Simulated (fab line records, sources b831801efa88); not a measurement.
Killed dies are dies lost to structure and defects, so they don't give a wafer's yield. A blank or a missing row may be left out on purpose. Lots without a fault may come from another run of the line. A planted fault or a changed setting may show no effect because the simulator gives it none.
Which tool did it? | flow sky130 | 24 lots, 72 wafers sampled, at 6 steps of a route of 708

WHAT THE GAUGES READ, wafer by wafer
SKY_POLY_GATE_THK_MEAS_04.
lot  | measured     | on            | POLY_GATE_CVD_03_THK (nm)
L074 | day 15 07:04 | film_metro-03 | 74.4 74.2 73.8
L075 | day 15 11:28 | film_metro-02 | 74.6 75.1 75.3
L076 | day 15 20:32 | film_metro-03 | 74.8 75.5 74.3
L077 | day 16 14:50 | film_metro-02 | 75.4 75.4 75.7
L078 | day 16 23:43 | film_metro-02 | 75.7 75.2 75.7
L079 | day 17 08:23 | film_metro-01 | 75.7 76.1 76.2
L080 | day 17 15:34 | film_metro-02 | 75.0 75.1 74.2
L081 | day 18 03:58 | film_metro-01 | 76.4 75.2 75.7
L082 | day 18 14:04 | film_metro-03 | 75.0 76.0 75.2
L083 | day 18 18:56 | film_metro-02 | 75.9 75.9 76.1
L084 | day 19 00:47 | film_metro-02 | 75.0 75.0 74.7
L085 | day 19 15:23 | film_metro-02 | 75.7 76.0 75.8
L086 | day 20 02:13 | film_metro-01 | 77.1 76.4 77.8
L087 | day 20 06:11 | film_metro-03 | 75.9 76.3 75.9
L089 | day 20 15:35 | film_metro-03 | 75.3 74.8 74.4
L088 | day 20 16:56 | film_metro-01 | 76.6 76.4 76.0
L090 | day 20 23:57 | film_metro-03 | 75.4 74.8 75.6
L091 | day 21 18:56 | film_metro-02 | 74.7 73.8 74.9
L092 | day 22 04:15 | film_metro-01 | 76.1 75.1 75.7
L093 | day 22 05:35 | film_metro-01 | 74.7 75.1 74.5
L094 | day 22 14:54 | film_metro-01 | 75.0 75.3 74.5
L095 | day 22 20:52 | film_metro-03 | 74.1 74.2 74.8
L096 | day 23 09:46 | film_metro-03 | 75.1 74.7 74.2
L097 | day 23 14:14 | film_metro-02 | 75.1 75.2 75.4

SKY_LI_CONTACT_THK_MEAS_23: measures by xrf.
lot  | measured     | on            | LI_CONTACT_W_THK (nm)
L074 | day 29 11:25 | film_metro-02 | 403 399 402
L075 | day 29 15:50 | film_metro-01 | 390 400 395
L076 | day 30 03:56 | film_metro-02 | 403 402 398
L077 | day 30 20:49 | film_metro-01 | 394 397 394
L078 | day 31 06:52 | film_metro-03 | 400 396 398
L079 | day 31 13:02 | film_metro-03 | 397 403 402
L080 | day 32 01:38 | film_metro-02 | 402 398 399
L081 | day 32 11:45 | film_metro-03 | 402 401 399
L082 | day 32 19:10 | film_metro-02 | 399 406 400
L083 | day 33 01:16 | film_metro-03 | 407 400 401
L084 | day 33 02:06 | film_metro-01 | 400 395 394
L085 | day 33 16:17 | film_metro-02 | 404 397 403
L086 | day 34 00:58 | film_metro-03 | 404 403 403
L087 | day 34 04:32 | film_metro-02 | 406 399 391
L089 | day 34 12:59 | film_metro-02 | 396 393 400
L088 | day 34 13:52 | film_metro-01 | 396 403 399
L090 | day 34 19:29 | film_metro-01 | 401 402 402
L091 | day 35 10:33 | film_metro-01 | 394 403 399
L092 | day 35 18:50 | film_metro-02 | 401 402 405
L093 | day 35 20:41 | film_metro-01 | 404 398 405
L094 | day 36 04:31 | film_metro-01 | 389 394 394
L095 | day 36 10:58 | film_metro-01 | 395 395 395
L096 | day 36 20:01 | film_metro-01 | 391 392 389
L097 | day 37 00:47 | film_metro-02 | 400 405 401

SKY_METAL2_OVL_MEAS_16.
lot  | measured     | on         | METAL2_OVL (nm)
L074 | day 35 10:58 | overlay-02 | -6 1 -6
L075 | day 35 18:51 | overlay-01 | -6 -12 -9
L076 | day 36 04:01 | overlay-01 | -17 -5 -11
L077 | day 36 20:30 | overlay-01 | -2 -8 -7
L078 | day 37 04:23 | overlay-01 | -7 -5 -9
L079 | day 37 09:40 | overlay-02 | -6 -7 -15
L080 | day 37 23:53 | overlay-02 | -4 -11 -10
L081 | day 38 08:17 | overlay-02 | -8 -4 -7
L082 | day 38 15:23 | overlay-02 | -3 -17 -1
L083 | day 38 19:06 | overlay-01 | -2 4 1
L084 | day 38 19:32 | overlay-02 | 5 -2 1
L085 | day 39 08:31 | overlay-01 | -15 -11 -11
L086 | day 39 17:27 | overlay-01 | 4 -2 2
L087 | day 39 20:09 | overlay-02 | 1 -12 0
L089 | day 40 03:47 | overlay-02 | -4 -16 -4
L088 | day 40 05:08 | overlay-02 | -9 -9 -3
L090 | day 40 11:17 | overlay-02 | -18 -13 -19
L091 | day 41 02:35 | overlay-01 | -3 -8 -12
L092 | day 41 07:57 | overlay-01 | -15 -5 -10
L093 | day 41 09:50 | overlay-02 | 3 -3 11
L094 | day 41 17:53 | overlay-01 | -6 -14 -9
L095 | day 41 23:07 | overlay-02 | -11 -13 -14
L096 | day 42 06:55 | overlay-01 | -9 1 -8
L097 | day 42 11:34 | overlay-01 | -7 -7 -10

WHICH TOOL RAN EACH LOT (tool, then ch and the chambers of the sampled wafers, then the start)
lot  | SKY_LI_CONTACT_CMP_24         | SKY_METAL1_DESCUM_17              | SKY_METAL2_SPUTTER_02
L074 | cmp-01 ch 0,1,2, day 29 11:28 | rie_metal-04 ch 0,1, day 33 02:49 | pvd_sputter-04, day 34 07:26
L075 | cmp-02 ch 1,2,3, day 29 15:58 | rie_metal-03 ch 0,1, day 33 10:50 | pvd_sputter-02, day 34 15:58
L076 | cmp-02 ch 0,1,2, day 30 03:59 | rie_metal-02 ch 0,1, day 33 19:49 | pvd_sputter-04, day 35 01:22
L077 | cmp-01 ch 1,2,3, day 30 20:53 | rie_metal-04 ch 0,1, day 34 12:25 | pvd_sputter-02, day 35 17:35
L078 | cmp-01 ch 1,2, day 31 06:57   | rie_metal-02 ch 0,1, day 34 20:25 | pvd_sputter-02, day 36 02:04
L079 | cmp-01 ch 1,2, day 31 13:06   | rie_metal-02 ch 0,1, day 35 01:28 | pvd_sputter-02, day 36 06:50
L080 | cmp-01 ch 1,2,3, day 32 04:34 | rie_metal-04 ch 0, day 35 16:49   | pvd_sputter-03, day 36 21:44
L081 | cmp-02 ch 0,1,2, day 32 11:57 | rie_metal-03 ch 0,1, day 36 00:58 | pvd_sputter-02, day 37 06:14
L082 | cmp-02 ch 0,2,3, day 32 19:28 | rie_metal-02 ch 1, day 36 07:58   | pvd_sputter-04, day 37 12:38
L083 | cmp-02 ch 0,1, day 33 01:23   | rie_metal-02 ch 0,1, day 36 12:07 | pvd_sputter-03, day 37 16:47
L084 | cmp-02 ch 1,3, day 33 02:13   | rie_metal-04 ch 0,1, day 36 13:04 | pvd_sputter-02, day 37 17:56
L085 | cmp-01 ch 1,2, day 33 16:21   | rie_metal-04 ch 0,1, day 37 03:10 | pvd_sputter-02, day 38 07:48
L086 | cmp-02 ch 1,2,3, day 34 01:27 | rie_metal-02 ch 0,1, day 37 11:25 | pvd_sputter-03, day 38 15:54
L087 | cmp-02 ch 0,1,3, day 34 04:40 | rie_metal-03 ch 0,1, day 37 15:04 | pvd_sputter-04, day 38 19:55
L089 | cmp-01 ch 0,1,3, day 34 13:02 | rie_metal-02 ch 0,1, day 37 22:13 | pvd_sputter-03, day 39 03:05
L088 | cmp-02 ch 0,1,3, day 34 13:58 | rie_metal-04 ch 1, day 37 23:40   | pvd_sputter-03, day 39 04:01
L090 | cmp-01 ch 0,1, day 34 19:32   | rie_metal-04 ch 1, day 38 06:19   | pvd_sputter-02, day 39 10:19
L091 | cmp-01 ch 2,3, day 35 10:36   | rie_metal-03 ch 0, day 38 21:16   | pvd_sputter-03, day 40 01:40
L092 | cmp-01 ch 0,1, day 35 18:52   | rie_metal-04 ch 0,1, day 39 03:16 | pvd_sputter-04, day 40 07:07
L093 | cmp-01 ch 0,1,2, day 35 20:47 | rie_metal-03 ch 0,1, day 39 06:10 | pvd_sputter-03, day 40 09:37
L094 | cmp-02 ch 0,1,2, day 36 04:45 | rie_metal-04 ch 0,1, day 39 13:19 | pvd_sputter-02, day 40 17:06
L095 | cmp-02 ch 2,3, day 36 11:01   | rie_metal-02 ch 0,1, day 39 19:10 | pvd_sputter-03, day 40 22:19
L096 | cmp-02 ch 0,1,2, day 36 20:11 | rie_metal-02 ch 0,1, day 40 03:28 | pvd_sputter-03, day 41 06:13
L097 | cmp-02 ch 0,2, day 37 00:55   | rie_metal-02 ch 0,1, day 40 08:37 | pvd_sputter-04, day 41 11:19
- SKY_LI_CONTACT_CMP_24: polishes, stops on PSG, t overpolish 20 s, target thk 0 nm.
- SKY_METAL1_DESCUM_17: chemistry O2, time 8 s.
- SKY_METAL2_SPUTTER_02: material AlCu, target thk 250 nm, time 13.3 s.

WHAT THE TOOLS THEMSELVES READ (means of the sampled wafers that have a number; where no wafer has one, the mark that the record gives instead)
SKY_LI_CONTACT_CMP_24.
lot  | tool   | motor_current_A (A) | overpolish_run_s (s) | time_to_endpoint_s (s)
L074 | cmp-01 | 10.8                | 20.005               | 96
L075 | cmp-02 | 10.3                | 19.995               | 99
L076 | cmp-02 | 10.4                | 19.997               | 99
L077 | cmp-01 | 10.2                | 19.998               | 98
L078 | cmp-01 | 11.5                | 20.005               | 94
L079 | cmp-01 | 10.6                | 19.998               | 97
L080 | cmp-01 | 10.5                | 20.000               | 104
L081 | cmp-02 | 10.0                | 19.996               | 98
L082 | cmp-02 | 10.7                | 20.003               | 94
L083 | cmp-02 | 11.0                | 19.997               | 94
L084 | cmp-02 | 10.8                | 20.003               | 95
L085 | cmp-01 | 10.1                | 19.995               | 100
L086 | cmp-02 | 10.6                | 20.010               | 94
L087 | cmp-02 | 10.8                | 19.992               | 96
L089 | cmp-01 | 9.9                 | 20.003               | 95
L088 | cmp-02 | 10.9                | 20.007               | 94
L090 | cmp-01 | 10.2                | 19.999               | 97
L091 | cmp-01 | 12.0                | 20.001               | 93
L092 | cmp-01 | 10.6                | 19.994               | 95
L093 | cmp-01 | 10.9                | 19.993               | 97
L094 | cmp-02 | 10.2                | 20.008               | 96
L095 | cmp-02 | 10.0                | 20.004               | 96
L096 | cmp-02 | 10.2                | 20.010               | 95
L097 | cmp-02 | 9.8                 | 19.996               | 100

SKY_METAL1_DESCUM_17.
lot  | tool         | drypump_motor_current_A (A) | he_backside_leak_sccm (sccm) | oes_product_au (a.u.)
L074 | rie_metal-04 | 5.4                         | 3.32                         | 1.002
L075 | rie_metal-03 | 6.0                         | 3.12                         | 0.999
L076 | rie_metal-02 | 5.9                         | 3.35                         | 1.007
L077 | rie_metal-04 | 5.8                         | 3.30                         | 0.993
L078 | rie_metal-02 | 5.3                         | 3.20                         | 0.997
L079 | rie_metal-02 | 5.9                         | 3.36                         | 1.001
L080 | rie_metal-04 | 5.1                         | 3.09                         | 1.007
L081 | rie_metal-03 | 6.1                         | 3.15                         | 0.992
L082 | rie_metal-02 | 6.5                         | 3.49                         | 1.005
L083 | rie_metal-02 | 5.9                         | 3.17                         | 1.009
L084 | rie_metal-04 | 5.4                         | 3.33                         | 1.003
L085 | rie_metal-04 | 5.7                         | 3.39                         | 0.999
L086 | rie_metal-02 | 5.3                         | 3.27                         | 1.002
L087 | rie_metal-03 | 6.1                         | 3.18                         | 0.994
L089 | rie_metal-02 | 5.3                         | 3.17                         | 0.994
L088 | rie_metal-04 | 6.0                         | 3.37                         | 1.001
L090 | rie_metal-04 | 6.0                         | 3.36                         | 0.999
L091 | rie_metal-03 | 5.9                         | 2.95                         | 0.998
L092 | rie_metal-04 | 5.4                         | 3.33                         | 0.994
L093 | rie_metal-03 | 6.1                         | 3.28                         | 0.995
L094 | rie_metal-04 | 5.4                         | 3.24                         | 0.995
L095 | rie_metal-02 | 5.3                         | 3.23                         | 0.992
L096 | rie_metal-02 | 5.3                         | 3.28                         | 0.998
L097 | rie_metal-02 | 5.9                         | 3.26                         | 1.002

SKY_METAL2_SPUTTER_02.
lot  | tool           | throttle_valve_pct (%)
L074 | pvd_sputter-04 | 30.0
L075 | pvd_sputter-02 | 30.9
L076 | pvd_sputter-04 | 29.9
L077 | pvd_sputter-02 | 30.3
L078 | pvd_sputter-02 | 30.9
L079 | pvd_sputter-02 | 31.1
L080 | pvd_sputter-03 | 30.3
L081 | pvd_sputter-02 | 31.9
L082 | pvd_sputter-04 | 29.8
L083 | pvd_sputter-03 | 30.4
L084 | pvd_sputter-02 | 29.2
L085 | pvd_sputter-02 | 31.5
L086 | pvd_sputter-03 | 30.1
L087 | pvd_sputter-04 | 30.0
L089 | pvd_sputter-03 | 29.9
L088 | pvd_sputter-03 | 29.8
L090 | pvd_sputter-02 | 30.1
L091 | pvd_sputter-03 | 29.7
L092 | pvd_sputter-04 | 30.0
L093 | pvd_sputter-03 | 29.8
L094 | pvd_sputter-02 | 29.9
L095 | pvd_sputter-03 | 30.4
L096 | pvd_sputter-03 | 30.0
L097 | pvd_sputter-04 | 29.5

THE ANSWER, worked out from the rows above alone
Rule: what is usual is taken from the lots themselves. Put in order of their means at a reading, lots are off if they are a third of the lots or fewer, leave a main group of 4 or more, and stand apart from it by a gap of 3 or more times the standard deviation of the main group's means; of several such gaps the widest counts. A main group whose means are all the same, to the digits that the tables above print for the reading, isn't used. A lot without any number at a reading at which 4 lots or more have one is off too. The other lots that the step has rows for count as sound. The gauges are gone through in route order, then the tools' own readings, and for those a lot's mean is taken as printed above. The first step at which some lot is off is used, and at that step the reading that is off furthest; a lot without a number counts as furthest.
No lot is off at any reading shown: from this, nothing can be told.

WHAT THE SIMULATOR HAD PUT IN
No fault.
